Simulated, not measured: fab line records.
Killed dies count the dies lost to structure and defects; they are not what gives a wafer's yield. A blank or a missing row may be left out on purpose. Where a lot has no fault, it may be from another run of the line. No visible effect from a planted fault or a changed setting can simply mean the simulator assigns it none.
A sampling plan put to the test | flow gf180mcu | 14 faults told of in these records, all on one fab line, each judged by the records of the lots it struck
The plan consists of the line's own looks: route steps at which the wafer is read by a gauge or an inspection but not changed. A look can be judged if struck wafers have a number there and the file gives its usual mean and standard deviation on fault-free wafers. Caught: the struck wafers' mean, at a look after the fault's first step, is 4 or more of those standard deviations (sigma) away from the usual mean. On the tool: the same test on the tool's own readings at the fault's steps. If the struck wafers alone have a blank record, or they carry another recipe, that too counts as caught.

## THE FAULTS, as the simulator had put them in
1. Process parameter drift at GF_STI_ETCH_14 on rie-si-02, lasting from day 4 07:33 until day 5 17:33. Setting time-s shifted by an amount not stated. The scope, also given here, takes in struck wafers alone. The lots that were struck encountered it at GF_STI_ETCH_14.
2. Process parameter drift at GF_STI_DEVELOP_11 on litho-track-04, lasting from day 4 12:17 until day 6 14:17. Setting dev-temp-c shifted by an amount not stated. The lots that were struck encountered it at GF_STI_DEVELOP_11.
3. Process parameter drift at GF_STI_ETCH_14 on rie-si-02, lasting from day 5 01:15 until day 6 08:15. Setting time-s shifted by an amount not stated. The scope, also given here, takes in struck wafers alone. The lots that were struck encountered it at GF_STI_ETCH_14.
4. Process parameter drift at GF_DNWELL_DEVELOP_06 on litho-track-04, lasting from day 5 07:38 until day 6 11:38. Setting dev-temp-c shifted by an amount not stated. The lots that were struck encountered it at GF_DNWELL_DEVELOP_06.
5. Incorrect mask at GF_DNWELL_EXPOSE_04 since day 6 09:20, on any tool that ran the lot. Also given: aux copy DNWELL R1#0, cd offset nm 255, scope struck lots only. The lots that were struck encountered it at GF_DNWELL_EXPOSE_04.
6. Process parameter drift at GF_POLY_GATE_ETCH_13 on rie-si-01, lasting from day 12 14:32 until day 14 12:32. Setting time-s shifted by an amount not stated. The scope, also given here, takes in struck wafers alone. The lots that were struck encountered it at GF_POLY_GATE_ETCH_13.
7. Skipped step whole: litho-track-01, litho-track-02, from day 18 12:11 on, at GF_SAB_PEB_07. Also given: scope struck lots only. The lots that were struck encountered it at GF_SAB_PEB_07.
8. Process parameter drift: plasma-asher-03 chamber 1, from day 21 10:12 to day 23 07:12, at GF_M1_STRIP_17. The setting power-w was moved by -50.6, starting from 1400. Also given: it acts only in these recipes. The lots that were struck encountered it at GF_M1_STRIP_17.
9. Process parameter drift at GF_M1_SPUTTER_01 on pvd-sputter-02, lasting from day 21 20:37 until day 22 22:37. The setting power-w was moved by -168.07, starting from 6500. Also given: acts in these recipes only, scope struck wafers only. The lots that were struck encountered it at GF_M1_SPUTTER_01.
10. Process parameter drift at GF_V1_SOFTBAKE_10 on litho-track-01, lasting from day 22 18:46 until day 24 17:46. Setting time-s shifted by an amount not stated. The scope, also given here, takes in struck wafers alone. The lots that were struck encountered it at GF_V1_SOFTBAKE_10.
11. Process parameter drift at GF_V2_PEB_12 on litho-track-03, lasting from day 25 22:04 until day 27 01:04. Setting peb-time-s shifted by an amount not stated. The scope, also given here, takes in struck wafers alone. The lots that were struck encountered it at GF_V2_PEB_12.
12. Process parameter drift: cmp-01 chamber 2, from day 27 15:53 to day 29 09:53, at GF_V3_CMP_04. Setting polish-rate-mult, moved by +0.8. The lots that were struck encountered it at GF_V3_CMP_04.
13. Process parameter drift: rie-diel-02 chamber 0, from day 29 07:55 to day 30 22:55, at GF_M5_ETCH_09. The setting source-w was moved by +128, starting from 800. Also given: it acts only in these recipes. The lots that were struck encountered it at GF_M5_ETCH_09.
14. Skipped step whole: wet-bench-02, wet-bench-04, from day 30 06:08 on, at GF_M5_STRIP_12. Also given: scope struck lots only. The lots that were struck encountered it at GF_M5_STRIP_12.

## WHAT THE PLAN SAW
fault | on the tool itself                               | first look that catches it                      | reading, sigma | median hours from its first step to that look | hours from the fault's start to the first struck lot there | judged looks passed uncaught
1     | run-length-s -24 sigma                           | not the one look that can be judged after it    | -              | -                                             | -                                                          | 1
2     | developer-temp-C +8.6 sigma                      | none of the 3 looks that can be judged after it | -              | -                                             | -                                                          | 3
3     | run-length-s +14 sigma                           | not the one look that can be judged after it    | -              | -                                             | -                                                          | 1
4     | developer-temp-C +9.8 sigma                      | no look after it can be judged                  | -              | -                                             | -                                                          | 0
5     | under 2 sigma                                    | none of the 2 looks that can be judged after it | -              | -                                             | -                                                          | 2
6     | run-length-s -5.7 sigma                          | none of the 3 looks that can be judged after it | -              | -                                             | -                                                          | 3
7     | no reading that can be judged                    | not the one look that can be judged after it    | -              | -                                             | -                                                          | 1
8     | strip-time-to-endpoint-s +5.4 sigma              | none of the 2 looks that can be judged after it | -              | -                                             | -                                                          | 2
9     | cathode-dc-power-W -99 or beyond sigma           | not the one look that can be judged after it    | -              | -                                             | -                                                          | 1
10    | heater-power-total-W +96 sigma                   | no look after it can be judged                  | -              | -                                             | -                                                          | 0
11    | heater-power-total-W +11 sigma                   | not the one look that can be judged after it    | -              | -                                             | -                                                          | 1
12    | time-to-endpoint-s -5.6 sigma                    | no look after it can be judged                  | -              | -                                             | -                                                          | 0
13    | rf-fwd-power-W +28 sigma                         | not the one look that can be judged after it    | -              | -                                             | -                                                          | 1
14    | the tool's record is blank for the struck wafers | no look after it can be judged                  | -              | -                                             | -                                                          | 0
A dash: the fault isn't caught, or these records don't give the number.

Caught at a look: 0 of 14. Caught on the tool: 12 of 14. By one or the other: 12 of 14.
Faults caught by the tool alone: 1, 2, 3, 4, 6, 8, 9, 10, 11, 12, 13, 14.
Caught by neither: faults 5, 7.
